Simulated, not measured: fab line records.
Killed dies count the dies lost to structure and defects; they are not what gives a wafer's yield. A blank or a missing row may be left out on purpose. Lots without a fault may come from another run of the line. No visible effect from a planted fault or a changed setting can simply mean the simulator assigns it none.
Chamber matching ; flow sky130 ; cmp-01 running SKY_VIA3_CMP_24: 4 sister chambers
The step polishes, stops on SiO2, t overpolish 20 s, target thk 0 nm. 24 wafers are shown with their chamber, then 12 later ones without.

EACH WAFER AND ITS CHAMBER
wafer;chamber;motor_current_A (A);time_to_endpoint_s (s);overpolish_run_s (s)
L074.3;2;9.6;96;19.994
L074.4;0;10.1;97;19.975
L074.5;2;9.6;94;19.981
L075.2;2;9.3;94;19.990
L075.3;1;10.7;101;19.984
L075.5;3;10.0;100;20.000
L077.1;3;9.9;101;20.000
L077.2;0;10.0;95;19.995
L077.6;2;9.7;96;20.004
L078.2;1;11.4;96;20.019
L078.3;2;9.7;95;20.002
L078.4;0;10.0;91;20.000
L080.2;3;9.7;98;19.989
L080.5;0;9.8;93;19.997
L080.6;3;9.8;95;20.013
L086.1;3;9.5;99;19.999
L086.4;1;11.3;97;20.006
L086.5;1;11.0;97;19.994
L088.1;3;9.9;97;20.001
L088.3;0;9.7;92;20.012
L088.5;1;10.9;98;20.005
L089.3;2;9.4;100;20.012
L089.4;3;9.1;97;20.013
L089.6;0;9.8;99;20.010

SIGNATURES (means of the wafers above)
reading;chamber 0;chamber 1;chamber 2;chamber 3;scatter within a chamber
motor_current_A;9.900;11.060;9.550;9.700;0.242
time_to_endpoint_s;94.50;97.80;95.83;98.14;2.37
overpolish_run_s;19.99817;20.00160;19.99717;20.00214;0.0115
Rule: for a wafer and a chamber, the distance is found by dividing, reading by reading, the gap between the wafer's reading and the chamber's mean by the reading's scatter, squaring, summing and taking the root. The wafer belongs to the nearest chamber; if the next one is less than 2 further off, it can't be placed. The scatter is the square root of a quotient: the sum, over the shown wafers, of each reading's squared deviation from its chamber's mean, divided by wafers minus chambers.

WAFERS WITH NO CHAMBER GIVEN
wafer;motor_current_A (A);time_to_endpoint_s (s);overpolish_run_s (s)
L091.1;10.3;101;19.994
L091.3;10.8;100;19.994
L091.6;9.9;95;19.989
L090.1;9.8;95;19.990
L090.3;10.0;94;19.996
L090.6;10.6;100;19.998
L096.3;9.9;99;20.010
L096.4;9.7;96;20.003
L096.5;10.1;98;20.008
L097.1;9.4;96;20.004
L097.3;10.1;94;20.004
L097.5;9.9;96;20.026

CHAMBER TAKEN BY EACH
wafer;from the rows above;in truth
L091.1;can't be placed: 3 or 0 or 1 or 2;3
L091.3;1;1
L091.6;can't be placed: 0 or 2 or 3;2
L090.1;can't be placed: 0 or 2 or 3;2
L090.3;can't be placed: 0 or 2 or 3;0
L090.6;can't be placed: 1 or 0 or 3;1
L096.3;can't be placed: 3 or 0 or 2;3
L096.4;can't be placed: 2 or 3 or 0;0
L096.5;can't be placed: 3 or 0 or 2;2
L097.1;can't be placed: 2 or 3 or 0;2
L097.3;can't be placed: 0 or 3 or 2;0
L097.5;can't be placed: 3 or 0 or 2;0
Correctly placed: 1 of 12. Unplaceable from these rows: 11, with the true chamber sitting among the candidates in 11. 0 placed wrongly.
